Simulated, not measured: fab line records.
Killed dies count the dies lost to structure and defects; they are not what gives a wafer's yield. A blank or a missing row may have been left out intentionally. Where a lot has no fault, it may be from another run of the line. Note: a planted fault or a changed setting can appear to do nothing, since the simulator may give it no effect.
8D (eight disciplines) problem report, filled in by code + flow gf180mcu + the parts of the form that need people (team, actions taken, sign-off) are left out

## 1. PROBLEM STATEMENT
Mean of heaterPowerTotalW at GF_HV_LDD_SOFTBAKE_15: 52.84 W across 6 wafers in 2 lots; on wafers with no fault it is 56.59 W (standard deviation 0.045). That puts it -83 standard deviations away from the usual mean.
The step: time 60 s.
First seen on wafer L660.3, day 14 14:20, on lithoTrack-03. At this step, 36 wafers from 12 lots have a number in the record. Rule for "out", or "out of limits": more than 4 standard deviations from the usual mean. All remaining wafers that have a number are taken as sound.

## 2. WHAT IT IS; WHAT IT IS NOT
| question                    | is                            | is not                                                                                       |
|-----------------------------|-------------------------------|----------------------------------------------------------------------------------------------|
| which readings at this step | heaterPowerTotalW, plateTempC | -                                                                                            |
| which lots                  | L660, L661                    | L651, L652, L653, L654, L656, L664, L667, L668, L669, L670                                   |
| which wafers of those lots  | all that have a number        | -                                                                                            |
| read on which tools         | lithoTrack-03                 | lithoTrack-01, lithoTrack-04                                                                 |
| when                        | from day 14 14:20             | up to then (15 sound wafers); but 15 sound wafers of L664, L667, L668, L669, L670 came after |

## 3. SUSPECTS, AND WHAT RULES EACH OUT
Counting: any tool at a process step up to the reading is kept as a suspect provided that every lot that is out went through it and no sound lot did after the first of them.
- lithoTrack-03 at GF_HV_LDD_SOFTBAKE_15 (time 60 s): ruled out as a lasting fault. Sound lots L670 ran on it after its first lot that is out, L660 (day 14 14:20).
Left after counting: nothing in the record.

## 4. THE CAUSE (what the simulator had put in)
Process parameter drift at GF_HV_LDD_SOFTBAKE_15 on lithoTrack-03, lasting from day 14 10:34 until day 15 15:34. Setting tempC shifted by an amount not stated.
Counting ruled it out, wrongly.

## 5. THE CHAIN OF EFFECTS, in route order
Each row: a reading whose mean over the struck wafers that have a number lies more than 3 standard deviations from the usual. Scope: only readings with a usual standard deviation given in the record; hours: median across lots of the time from each lot's start at the first step in this table that gives one to its start at this step; sigmas: change in usual standard deviations.
| hours | step                  | reading              | usual   | on struck wafers | change | sigmas |
|-------|-----------------------|----------------------|---------|------------------|--------|--------|
| 0     | GF_HV_LDD_SOFTBAKE_15 | heaterPowerTotalW    | 56.59 W | 52.84            | -3.75  | -83    |
| 0     | GF_HV_LDD_SOFTBAKE_15 | plateTempC           | 89.96 C | 85.63            | -4.33  | -33    |
| 11    | GF_HV_LDD_STRIP_22    | stripTimeToEndpointS | 12.65 s | 12.81            | +0.16  | +4.9   |
Here are the process steps it includes:
- GF_HV_LDD_SOFTBAKE_15: time 60 s.
- GF_HV_LDD_STRIP_22: strips in O2/N2.
Later measuring or inspecting steps at which every struck wafer that the step has a row for has a number for every such reading, and none has moved that far: GF_V4_THK_MEAS_03.

## 6. HOW IT WOULD HAVE BEEN CAUGHT EARLIER
First out-of-limits reading in this record: day 14 14:20, which is 4 hours after fault onset at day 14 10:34.
